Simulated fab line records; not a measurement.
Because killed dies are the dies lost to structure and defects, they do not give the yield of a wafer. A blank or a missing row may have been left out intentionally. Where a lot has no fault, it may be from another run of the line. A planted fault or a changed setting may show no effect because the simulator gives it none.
Split-lot study || flow gf180mcu || route with 602 steps; 5 lots, 23 wafers read

## THE SPLIT
At GF_V4_CMP_04 (polishes SiO2), the setting leave_above_ref_nm was moved away from the recipe's 632.5 nm on 11 of the 23 wafers read, by -6.2% to +7.3%. The other wafers ran this setting at the recipe's value.

## SPLIT TO READING: what lies between them in the file, 1 step
- GF_V4_ETCH_16: etches BARC in N2/H2 (also split here: ion_energy_ev)

## THE READING
oes_product_au, in a.u., at GF_V4_ETCH_17 (etches SiO2 in C4F8/O2/Ar, stops on TiN, target depth 630 nm). A value of 0.856 a.u. with a standard deviation of 0.0046 a.u. is what fault-free wafers of this fab line usually give.

{"wafer": "L074.1", "tool, chamber at the split": "cmp-01, 3", "leave_above_ref_nm as run, nm": 665.7, "against the recipe": "+5.2%", "oes_product_au, a.u.": 0.881, "against lot-mates on the recipe": "+0.026"}
{"wafer": "L074.2", "tool, chamber at the split": "cmp-01, 0", "leave_above_ref_nm as run, nm": 665.7, "against the recipe": "+5.2%", "oes_product_au, a.u.": 0.875, "against lot-mates on the recipe": "+0.020"}
{"wafer": "L074.3", "tool, chamber at the split": "cmp-01, 2", "leave_above_ref_nm as run, nm": 632.5, "against the recipe": "recipe", "oes_product_au, a.u.": 0.855, "against lot-mates on the recipe": "-"}
{"wafer": "L074.4", "tool, chamber at the split": "cmp-01, 1", "leave_above_ref_nm as run, nm": 632.5, "against the recipe": "recipe", "oes_product_au, a.u.": 0.854, "against lot-mates on the recipe": "-"}
{"wafer": "L074.5", "tool, chamber at the split": "cmp-01, 1", "leave_above_ref_nm as run, nm": 665.7, "against the recipe": "+5.2%", "oes_product_au, a.u.": 0.885, "against lot-mates on the recipe": "+0.030"}
{"wafer": "L075.2", "tool, chamber at the split": "cmp-01, 0", "leave_above_ref_nm as run, nm": 632.5, "against the recipe": "recipe", "oes_product_au, a.u.": 0.860, "against lot-mates on the recipe": "-"}
{"wafer": "L075.3", "tool, chamber at the split": "cmp-01, 3", "leave_above_ref_nm as run, nm": 632.5, "against the recipe": "recipe", "oes_product_au, a.u.": 0.856, "against lot-mates on the recipe": "-"}
{"wafer": "L075.4", "tool, chamber at the split": "cmp-01, 1", "leave_above_ref_nm as run, nm": 678.9, "against the recipe": "+7.3%", "oes_product_au, a.u.": 0.889, "against lot-mates on the recipe": "+0.031"}
{"wafer": "L075.5", "tool, chamber at the split": "cmp-01, 0", "leave_above_ref_nm as run, nm": 632.5, "against the recipe": "recipe", "oes_product_au, a.u.": 0.859, "against lot-mates on the recipe": "-"}
{"wafer": "L075.6", "tool, chamber at the split": "cmp-01, 1", "leave_above_ref_nm as run, nm": 678.9, "against the recipe": "+7.3%", "oes_product_au, a.u.": 0.883, "against lot-mates on the recipe": "+0.025"}
{"wafer": "L082.1", "tool, chamber at the split": "cmp-01, 2", "leave_above_ref_nm as run, nm": 593.1, "against the recipe": "-6.2%", "oes_product_au, a.u.": 0.821, "against lot-mates on the recipe": -0.034}
{"wafer": "L082.2", "tool, chamber at the split": "cmp-01, 0,1", "leave_above_ref_nm as run, nm": 632.5, "against the recipe": "recipe", "oes_product_au, a.u.": 0.860, "against lot-mates on the recipe": "-"}
{"wafer": "L082.3", "tool, chamber at the split": "cmp-01, 3", "leave_above_ref_nm as run, nm": 593.1, "against the recipe": "-6.2%", "oes_product_au, a.u.": 0.829, "against lot-mates on the recipe": -0.026}
{"wafer": "L082.4", "tool, chamber at the split": "cmp-01, 0,1", "leave_above_ref_nm as run, nm": 632.5, "against the recipe": "recipe", "oes_product_au, a.u.": 0.850, "against lot-mates on the recipe": "-"}
{"wafer": "L082.5", "tool, chamber at the split": "cmp-01, 3", "leave_above_ref_nm as run, nm": 593.1, "against the recipe": "-6.2%", "oes_product_au, a.u.": 0.830, "against lot-mates on the recipe": -0.025}
{"wafer": "L084.1", "tool, chamber at the split": "cmp-02, 3", "leave_above_ref_nm as run, nm": 632.5, "against the recipe": "recipe", "oes_product_au, a.u.": 0.861, "against lot-mates on the recipe": "-"}
{"wafer": "L084.2", "tool, chamber at the split": "cmp-02, 1,2", "leave_above_ref_nm as run, nm": 670.6, "against the recipe": "+6.0%", "oes_product_au, a.u.": 0.882, "against lot-mates on the recipe": "+0.023"}
{"wafer": "L084.4", "tool, chamber at the split": "cmp-02, 1,2", "leave_above_ref_nm as run, nm": 670.6, "against the recipe": "+6.0%", "oes_product_au, a.u.": 0.886, "against lot-mates on the recipe": "+0.027"}
{"wafer": "L084.5", "tool, chamber at the split": "cmp-02, 2", "leave_above_ref_nm as run, nm": 632.5, "against the recipe": "recipe", "oes_product_au, a.u.": 0.856, "against lot-mates on the recipe": "-"}
{"wafer": "L084.6", "tool, chamber at the split": "cmp-02, 1", "leave_above_ref_nm as run, nm": 670.6, "against the recipe": "+6.0%", "oes_product_au, a.u.": 0.883, "against lot-mates on the recipe": "+0.024"}
{"wafer": "L085.1", "tool, chamber at the split": "cmp-02, 3", "leave_above_ref_nm as run, nm": 632.5, "against the recipe": "recipe", "oes_product_au, a.u.": 0.853, "against lot-mates on the recipe": "-"}
{"wafer": "L085.3", "tool, chamber at the split": "cmp-02, 1", "leave_above_ref_nm as run, nm": 632.5, "against the recipe": "recipe", "oes_product_au, a.u.": 0.848, "against lot-mates on the recipe": "-"}
{"wafer": "L085.5", "tool, chamber at the split": "cmp-02, 3", "leave_above_ref_nm as run, nm": 632.5, "against the recipe": "recipe", "oes_product_au, a.u.": 0.856, "against lot-mates on the recipe": "-"}
Where a row lists several chambers, the file gives one row for several wafers and doesn't say which wafer went through which chamber.

FIT RESULTS
A straight line over all 23 wafers: oes_product_au changes by +0.00454 a.u. for each +1% of leave_above_ref_nm; r = +0.98; the points scatter about the line by 0.0039 a.u.
The same after taking each lot's own level away (the mean of its wafers on the recipe; 23 wafers): +0.00434 a.u. for each +1%; r = +0.98; scatter 0.0038 a.u.
On that fit, the largest move of leave_above_ref_nm shifts the reading by 0.032 a.u.
Measured against the standard deviation above, the lots' own levels, which go from 0.8523 to 0.8585 a.u., span 1.3 times it.
So the lot-to-lot level changes the slope little: the two slopes agree.
Check: with one of the wafers moved furthest among these (+7.3%) left out of the fit, the line predicts +0.0317 a.u. for it against its lot-mates. It came out at +0.0307 a.u. against them.

## OTHER SPLITS ON THESE WAFERS
Before the reading, these wafers also passed through other splits. Each is held against what the fit with the lots' levels taken away leaves over:
{"other split on the same wafers": "GF_M4_COAT_09 resist_thk_nm", "wafers away from the commonest value": 8, "r with oes_product_au (lot level and that fit taken away)": -0.37}
{"other split on the same wafers": "GF_V4_CVD_00 sih4_flow_sccm", "wafers away from the commonest value": 7, "r with oes_product_au (lot level and that fit taken away)": "+0.13"}
{"other split on the same wafers": "GF_V4_ETCH_16 ion_energy_ev", "wafers away from the commonest value": 9, "r with oes_product_au (lot level and that fit taken away)": "+0.22"}

## THE WHOLE CHAIN: every reading that the file lists as answering this split, in the file's order
{"step": "GF_V4_CMP_04", "what it does": "polishes SiO2", "reading": "SiO2_of_V4_CVD_02.thk_nm (the simulator's own value, which no gauge read)", "change (the file's fit)": "+6.32 nm for each +1% of the setting", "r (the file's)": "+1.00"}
{"step": "GF_V4_ETCH_17", "what it does": "etches SiO2 in C4F8/O2/Ar, stops on TiN, target depth 630 nm", "reading": "oes_product_au", "change (the file's fit)": "+0.0043 a.u. for each +1% of the setting", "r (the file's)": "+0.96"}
{"step": "GF_V4_ETCH_17", "what it does": "etches SiO2 in C4F8/O2/Ar, stops on TiN, target depth 630 nm", "reading": "etch.depth_nm (the simulator's own value, which no gauge read)", "change (the file's fit)": "+6.3 nm for each +1% of the setting", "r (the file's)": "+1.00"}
{"step": "GF_V4_ETCH_17", "what it does": "etches SiO2 in C4F8/O2/Ar, stops on TiN, target depth 630 nm", "reading": "V4.feature_depth_nm (the simulator's own value, which no gauge read)", "change (the file's fit)": "+6.32 nm for each +1% of the setting", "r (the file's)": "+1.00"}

## THE FILE'S OWN FIT
oes_product_au changes by +0.0043 a.u. for each +1% of leave_above_ref_nm, r = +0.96.
